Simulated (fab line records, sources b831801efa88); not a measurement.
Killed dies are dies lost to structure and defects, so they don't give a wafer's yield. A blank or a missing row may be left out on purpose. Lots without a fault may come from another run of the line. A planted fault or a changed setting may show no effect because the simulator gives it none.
Chamber matching | flow sky130 | SKY_CONTACT_CVD_00 on pecvd-04: 3 sister chambers
The step deposits Si3N4, target thk 75 nm. 18 wafers are shown with their chamber, then 9 later ones without.

WAFERS WITH THEIR CHAMBER
wafer  | chamber | heater_power_w (W)
L074.2 | 0       | 699
L074.4 | 1       | 734
L074.6 | 0       | 710
L075.2 | 2       | 681
L075.4 | 1       | 722
L075.6 | 0       | 746
L077.1 | 2       | 716
L077.3 | 1       | 704
L077.5 | 0       | 652
L078.1 | 0       | 791
L078.4 | 2       | 777
L078.6 | 1       | 836
L080.1 | 2       | 702
L080.4 | 2       | 716
L080.5 | 0       | 664
L083.2 | 1       | 826
L083.4 | 0       | 656
L083.5 | 2       | 732

SIGNATURES (means of the wafers above)
reading        | chamber 0 | chamber 1 | chamber 2 | scatter within a chamber
heater_power_w | 702.57    | 764.40    | 720.67    | 49.4
Rule: a wafer's distance from a chamber is the root of the sum, over the readings, of the square of ((its reading less the chamber's mean) divided by the reading's scatter). The wafer belongs to the nearest chamber; if the next one is less than 2 further off, it can't be placed. The scatter: the root of (the sum of the squares of (reading less its chamber's mean) over the shown wafers, divided by (wafers less chambers)).

WAFERS WITHOUT THEIR CHAMBER
wafer  | heater_power_w (W)
L085.2 | 755
L085.3 | 776
L085.4 | 796
L092.1 | 804
L092.3 | 742
L092.6 | 750
L095.3 | 803
L095.4 | 744
L095.5 | 808

WHICH CHAMBER EACH WENT THROUGH
wafer  | from the rows above          | in truth
L085.2 | can't be placed: 1 or 2 or 0 | 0
L085.3 | can't be placed: 1 or 2 or 0 | 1
L085.4 | can't be placed: 1 or 2 or 0 | 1
L092.1 | can't be placed: 1 or 2 or 0 | 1
L092.3 | can't be placed: 2 or 1 or 0 | 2
L092.6 | can't be placed: 1 or 2 or 0 | 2
L095.3 | can't be placed: 1 or 2 or 0 | 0
L095.4 | can't be placed: 1 or 2 or 0 | 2
L095.5 | can't be placed: 1 or 2 or 0 | 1
Placed correctly: 0 of 9. Can't be placed from these rows: 9 (the true chamber is among the candidates in 9). Placed wrongly: 0.
